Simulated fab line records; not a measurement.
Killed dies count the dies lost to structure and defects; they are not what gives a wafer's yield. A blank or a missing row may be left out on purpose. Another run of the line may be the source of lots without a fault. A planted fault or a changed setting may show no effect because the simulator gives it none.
Matching of chambers / flow sky130 / rie-diel-02 running SKY_FIELD_ISO_ETCH_15: 4 sister chambers
The step etches the open film in CHF3/O2, stops on Si, target depth 180 nm, time 72 s. 16 wafers are shown with their chamber, then 8 later ones without.

== WAFERS PAIRED WITH THEIR CHAMBERS ==
wafer=L075.3; chamber=0; drypump-motor-current-A (A)=6.4; throttle-valve-pct (%)=8.846; oes-product-au (a.u.)=0.944
wafer=L075.4; chamber=2; drypump-motor-current-A (A)=5.4; throttle-valve-pct (%)=8.847; oes-product-au (a.u.)=0.947
wafer=L075.5; chamber=0; drypump-motor-current-A (A)=6.3; throttle-valve-pct (%)=8.845; oes-product-au (a.u.)=0.952
wafer=L077.1; chamber=2; drypump-motor-current-A (A)=5.4; throttle-valve-pct (%)=8.846; oes-product-au (a.u.)=0.950
wafer=L077.2; chamber=1; drypump-motor-current-A (A)=6.0; throttle-valve-pct (%)=8.827; oes-product-au (a.u.)=0.941
wafer=L077.6; chamber=1; drypump-motor-current-A (A)=6.1; throttle-valve-pct (%)=8.848; oes-product-au (a.u.)=0.951
wafer=L079.2; chamber=2; drypump-motor-current-A (A)=5.4; throttle-valve-pct (%)=8.845; oes-product-au (a.u.)=0.947
wafer=L079.4; chamber=3; drypump-motor-current-A (A)=6.4; throttle-valve-pct (%)=8.851; oes-product-au (a.u.)=0.945
wafer=L079.6; chamber=3; drypump-motor-current-A (A)=6.4; throttle-valve-pct (%)=8.872; oes-product-au (a.u.)=0.953
wafer=L084.1; chamber=1; drypump-motor-current-A (A)=6.0; throttle-valve-pct (%)=8.842; oes-product-au (a.u.)=0.953
wafer=L084.2; chamber=2; drypump-motor-current-A (A)=5.3; throttle-valve-pct (%)=8.847; oes-product-au (a.u.)=0.956
wafer=L084.4; chamber=0; drypump-motor-current-A (A)=6.3; throttle-valve-pct (%)=8.877; oes-product-au (a.u.)=0.951
wafer=L087.2; chamber=2; drypump-motor-current-A (A)=5.5; throttle-valve-pct (%)=8.845; oes-product-au (a.u.)=0.955
wafer=L087.4; chamber=1; drypump-motor-current-A (A)=6.0; throttle-valve-pct (%)=8.839; oes-product-au (a.u.)=0.956
wafer=L087.5; chamber=2; drypump-motor-current-A (A)=5.4; throttle-valve-pct (%)=8.832; oes-product-au (a.u.)=0.959
wafer=L091.2; chamber=2; drypump-motor-current-A (A)=5.4; throttle-valve-pct (%)=8.839; oes-product-au (a.u.)=0.955

SIGNATURES (averages over the wafers above)
reading=drypump-motor-current-A; chamber 0=6.333; chamber 1=6.025; chamber 2=5.400; chamber 3=6.400; scatter within a chamber=0.0534
reading=throttle-valve-pct; chamber 0=8.85600; chamber 1=8.83900; chamber 2=8.84300; chamber 3=8.86150; scatter within a chamber=0.0104
reading=oes-product-au; chamber 0=0.94900; chamber 1=0.95025; chamber 2=0.95271; chamber 3=0.94900; scatter within a chamber=0.00525
Rule: a wafer's distance from a chamber is the root of the sum, over the readings, of the square of ((its reading less the chamber's mean) divided by the reading's scatter). If the next closest chamber is less than 2 further off than the closest, the wafer can't be placed; otherwise it belongs to the closest. The scatter: the root of (the sum of the squares of (reading less its chamber's mean) over the shown wafers, divided by (wafers less chambers)).

== WAFERS WITHOUT THEIR CHAMBER ==
wafer=L091.4; drypump-motor-current-A (A)=6.3; throttle-valve-pct (%)=8.837; oes-product-au (a.u.)=0.950
wafer=L091.5; drypump-motor-current-A (A)=6.3; throttle-valve-pct (%)=8.855; oes-product-au (a.u.)=0.954
wafer=L094.1; drypump-motor-current-A (A)=5.4; throttle-valve-pct (%)=8.847; oes-product-au (a.u.)=0.942
wafer=L094.2; drypump-motor-current-A (A)=6.4; throttle-valve-pct (%)=8.849; oes-product-au (a.u.)=0.939
wafer=L094.6; drypump-motor-current-A (A)=5.4; throttle-valve-pct (%)=8.856; oes-product-au (a.u.)=0.948
wafer=L096.2; drypump-motor-current-A (A)=6.4; throttle-valve-pct (%)=8.852; oes-product-au (a.u.)=0.948
wafer=L096.3; drypump-motor-current-A (A)=6.4; throttle-valve-pct (%)=8.859; oes-product-au (a.u.)=0.945
wafer=L096.4; drypump-motor-current-A (A)=6.0; throttle-valve-pct (%)=8.849; oes-product-au (a.u.)=0.940

== EACH ONE'S CHAMBER ==
wafer=L091.4; from the rows above=can't be placed: 0 or 3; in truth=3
wafer=L091.5; from the rows above=can't be placed: 0 or 3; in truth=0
wafer=L094.1; from the rows above=2; in truth=2
wafer=L094.2; from the rows above=can't be placed: 3 or 0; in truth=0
wafer=L094.6; from the rows above=2; in truth=2
wafer=L096.2; from the rows above=can't be placed: 3 or 0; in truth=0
wafer=L096.3; from the rows above=can't be placed: 3 or 0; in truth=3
wafer=L096.4; from the rows above=1; in truth=1
Correctly placed: 3 of 8. These rows do not allow placing 5 (true chamber among the candidates in 5). Wrongly placed: 0.
